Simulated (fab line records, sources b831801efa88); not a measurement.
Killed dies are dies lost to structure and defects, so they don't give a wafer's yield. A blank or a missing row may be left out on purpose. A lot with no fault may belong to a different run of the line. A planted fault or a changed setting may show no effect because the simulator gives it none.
Matching of chambers    flow sky130    SKY_FIELD_ISO_ETCH_17 on rieSi-01: 4 sister chambers
The step etches Si in HBr/Cl2/O2, target depth 342 nm, time 97.7 s. 8 wafers are shown with their chamber, then 7 later ones without.

## WAFERS WITH THEIR CHAMBER
wafer   chamber  drypumpMotorCurrentA (A)  oesProductAu (a.u.)
L657.2  2        5.1                       1.004
L662.2  0        5.1                       1.000
L662.4  3        5.4                       0.997
L675.1  2        5.2                       1.014
L675.2  1        6.2                       0.993
L675.4  0        5.1                       0.998
L676.1  3        5.4                       1.006
L676.3  1        6.2                       0.974

## WAFERS MISSING THEIR CHAMBER
wafer   drypumpMotorCurrentA (A)  oesProductAu (a.u.)
L676.6  5.4                       1.003
L677.3  5.4                       0.996
L677.4  5.1                       0.998
L677.5  5.2                       1.002
L678.2  5.1                       0.993
L678.3  5.1                       1.001
L678.4  6.2                       0.988

## THE CHAMBER EACH PASSED THROUGH
wafer   from the rows above      in truth
L676.6  3                        3
L677.3  3                        3
L677.4  can't be placed: 0 or 2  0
L677.5  can't be placed: 2 or 0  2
L678.2  can't be placed: 0 or 2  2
L678.3  can't be placed: 0 or 2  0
L678.4  1                        1
Placed correctly: 3 of 7. From these rows, 4 cannot be placed; in 4 the true chamber is one of the candidates. 0 placed wrongly.
How it was worked out, from the rows above alone: a wafer's distance from a chamber is the root of the sum, over the readings, of the square of ((its reading less the chamber's mean) divided by the reading's scatter). The wafer belongs to the nearest chamber; if the next one is less than 2 further off, it can't be placed. The mean given for a chamber averages the wafers shown for that chamber. The scatter: the root of (the sum of the squares of (reading less its chamber's mean) over the shown wafers, divided by (wafers less chambers)).
